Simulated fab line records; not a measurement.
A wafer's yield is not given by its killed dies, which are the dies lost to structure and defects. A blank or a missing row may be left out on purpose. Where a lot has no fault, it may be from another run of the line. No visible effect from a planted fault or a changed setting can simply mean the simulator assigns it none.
Which tool is to blame? ; flow gf180mcu ; 12 lots with 34 wafers sampled at 5 steps, on a route of 602 steps

WHAT THE GAUGES SHOWED, per wafer
GF_MVSD_TW_MEAS_11.
lot;measured;on;MVSD_TW
L630;day 4 13:57;film-metro-01;1573 1577 1576
L632;day 4 23:47;film-metro-04;1585 1586 1594
L635;day 5 15:26;film-metro-04;1590 1585 1587
L636;day 5 22:16;film-metro-04;1594 1599 1598
L637;day 6 01:52;film-metro-01;1579 1583 1579
L639;day 6 19:23;film-metro-01;1585 1575 1577
L640;day 7 01:55;film-metro-01;1573 1581 1580
L645;day 8 03:40;film-metro-02;1753 1582
L646;day 8 15:20;film-metro-04;1751 1573 1579
L648;day 8 21:23;film-metro-02;1747 1584
L652;day 9 17:31;film-metro-04;1580 1577 1579
L653;day 10 04:20;film-metro-01;1584 1584 1578

GF_VT_IMPLANT_RS_MEAS_46: uses a four-point probe to measure.
lot;measured;on;MVSD_RS (ohm/sq)
L630;day 7 15:43;film-metro-01;457.0 457.6 455.8
L632;day 8 04:03;film-metro-01;455.7 455.2 455.9
L635;day 8 22:54;film-metro-04;457.2 457.5 458.0
L636;day 9 06:27;film-metro-02;457.0 456.5 457.0
L637;day 9 10:14;film-metro-01;456.3 457.7 457.5
L639;day 10 07:11;film-metro-01;457.0 457.6 457.7
L640;day 10 14:35;film-metro-04;457.7 457.3 457.8
L645;day 11 21:52;film-metro-01;386.2 458.4
L646;day 12 11:04;film-metro-01;385.5 458.1 458.0
L648;day 12 18:52;film-metro-02;384.1 454.8
L652;day 13 18:16;film-metro-01;458.2 457.4 457.5
L653;day 14 06:25;film-metro-02;456.2 458.0 457.4

GF_HV_LDD_OVL_MEAS_32.
lot;measured;on;HV_LDD_02_OVL (nm)
L630;day 11 16:19;overlay-02;0.1 -0.5 1.0
L632;day 12 06:26;overlay-02;-3.1 -1.5 -0.4
L635;day 13 06:58;overlay-02;-1.1 -2.1 1.4
L636;day 13 13:16;overlay-02;-0.6 0.4 0.1
L637;day 13 16:41;overlay-02;-0.3 1.3 -0.2
L639;day 14 18:07;overlay-01;-2.2 -1.1 -1.5
L640;day 15 04:07;overlay-01;-1.4 1.9 -0.8
L645;day 16 18:31;overlay-01;-1.7 -2.1
L646;day 17 06:25;overlay-01;-0.7 -1.9 -0.7
L648;day 17 16:32;overlay-02;-1.4 0.2
L652;day 18 21:00;overlay-02;2.8 1.7 2.7
L653;day 19 09:14;overlay-01;-1.6 -1.0 -1.7

WHAT TOOL EACH LOT RAN ON (gives the tool, then ch and the chambers of the sampled wafers, and finally the start)
lot;GF_MVSD_IMPLANT_08;GF_VT_IMPLANT_STRIP_20
L630;implanter-01 ch 0, day 4 13:33;plasma-asher-04 ch 0, day 6 09:07
L632;implanter-01 ch 0, day 4 23:25;plasma-asher-02 ch 0,1, day 6 20:02
L635;implanter-02 ch 0, day 5 15:04;plasma-asher-04 ch 0,1, day 7 13:38
L636;implanter-01 ch 0, day 5 21:53;plasma-asher-01 ch 0,1, day 7 20:58
L637;implanter-01 ch 0, day 6 01:31;plasma-asher-02 ch 0,1, day 8 00:15
L639;implanter-01 ch 0, day 6 19:02;plasma-asher-01 ch 0,1, day 8 19:17
L640;implanter-01 ch 0, day 7 01:32;plasma-asher-04 ch 0,1, day 9 02:31
L645;implanter-01 ch 0, day 8 03:16;plasma-asher-02 ch 0,1, day 10 07:48
L646;implanter-01 ch 0, day 8 14:58;plasma-asher-02 ch 0,1, day 10 19:49
L648;implanter-01 ch 0, day 8 21:01;plasma-asher-01 ch 0,1, day 11 03:39
L652;implanter-03 ch 0, day 9 17:07;plasma-asher-04 ch 0,1, day 12 00:43
L653;implanter-02 ch 0, day 10 03:56;plasma-asher-02 ch 0,1, day 12 13:48
- GF_MVSD_IMPLANT_08
- GF_VT_IMPLANT_STRIP_20: strips in O2/N2.

WHAT THE TOOLS THEMSELVES READ (means of the sampled wafers that have a number; where no wafer has one, the mark that the record gives instead)
GF_MVSD_IMPLANT_08.
lot;tool;beam-on-s (s);faraday-current-uA
L630;implanter-01;10.15;89.0
L632;implanter-01;9.93;91.0
L635;implanter-02;9.84;91.8
L636;implanter-01;9.90;91.2
L637;implanter-01;10.17;88.8
L639;implanter-01;10.00;90.3
L640;implanter-01;9.98;90.5
L645;implanter-01;12.17;76.6
L646;implanter-01;11.54;80.7
L648;implanter-01;11.96;77.8
L652;implanter-03;9.82;91.9
L653;implanter-02;10.06;89.8

GF_VT_IMPLANT_STRIP_20.
lot;tool;drypump-motor-current-A (A);heater-power-w (W);oes-product-au (a.u.);platen-temp-c (C);strip-time-to-endpoint-s (s)
L630;plasma-asher-04;5.2;301;0.717;249.89;12.68
L632;plasma-asher-02;6.3;319;0.717;250.03;12.64
L635;plasma-asher-04;5.3;307;0.716;249.93;12.69
L636;plasma-asher-01;5.5;336;0.712;249.94;12.62
L637;plasma-asher-02;6.3;323;0.719;250.23;12.66
L639;plasma-asher-01;5.6;367;0.717;250.15;12.67
L640;plasma-asher-04;5.3;307;0.714;250.07;12.67
L645;plasma-asher-02;6.3;330;0.716;250.01;12.66
L646;plasma-asher-02;6.3;337;0.713;249.79;12.67
L648;plasma-asher-01;5.6;348;0.718;249.81;12.71
L652;plasma-asher-04;5.3;305;0.716;249.90;12.62
L653;plasma-asher-02;6.3;340;0.717;250.10;12.60

THE ANSWER, worked out from the rows above alone
Rule: the lots themselves supply what counts as usual. The widest of any qualifying gaps counts: lots, ordered by their means at a reading, are off when they make up no more than a third of the lots, leave a main group of 4 or more, and stand apart from it by 3 or more times the standard deviation of that group's means. A main group is skipped when, at the precision printed for the reading in the tables above, its means are all equal. A lot without any number at a reading at which 4 lots or more have one is off too. Any other lot the step has rows for is counted as sound. First the gauges in route order, then the tools' own readings, where a lot's mean is used as printed above. At the first step where some lot is off, the reading lying furthest off is the one used; lots without a number count as furthest.
Off: L645, L646, L648, at GF_MVSD_TW_MEAS_11 (MVSD_TW). The main group: mean 1583, standard deviation 6.4.
A tool fits if, at a process step before that reading, it ran every lot that is off, and no sound lot after the first of them. The gauges at GF_MVSD_TW_MEAS_11 aren't tried: what is off there is off at GF_MVSD_IMPLANT_08 too, on other tools, and a gauge's error can't cause that. One fits: implanter-01 at GF_MVSD_IMPLANT_08. A fault onset in the window from L640 (day 7 01:32, its last sound lot) to L645 (day 8 03:16, its first lot off) fits.
The tool's own readings at GF_MVSD_IMPLANT_08 bear it out: on the lots that are off they differ by more than 5 times the standard deviation of the sound lots' means. beam-on-s reads 11.89 s there against 9.98 s on the sound lots; faraday-current-uA reads 78.4 there against 90.5 on the sound lots.

WHAT THE SIMULATOR PUT IN
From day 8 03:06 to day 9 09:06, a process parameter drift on implanter-01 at GF_MVSD_IMPLANT_08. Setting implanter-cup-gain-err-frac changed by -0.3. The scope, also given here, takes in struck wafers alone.
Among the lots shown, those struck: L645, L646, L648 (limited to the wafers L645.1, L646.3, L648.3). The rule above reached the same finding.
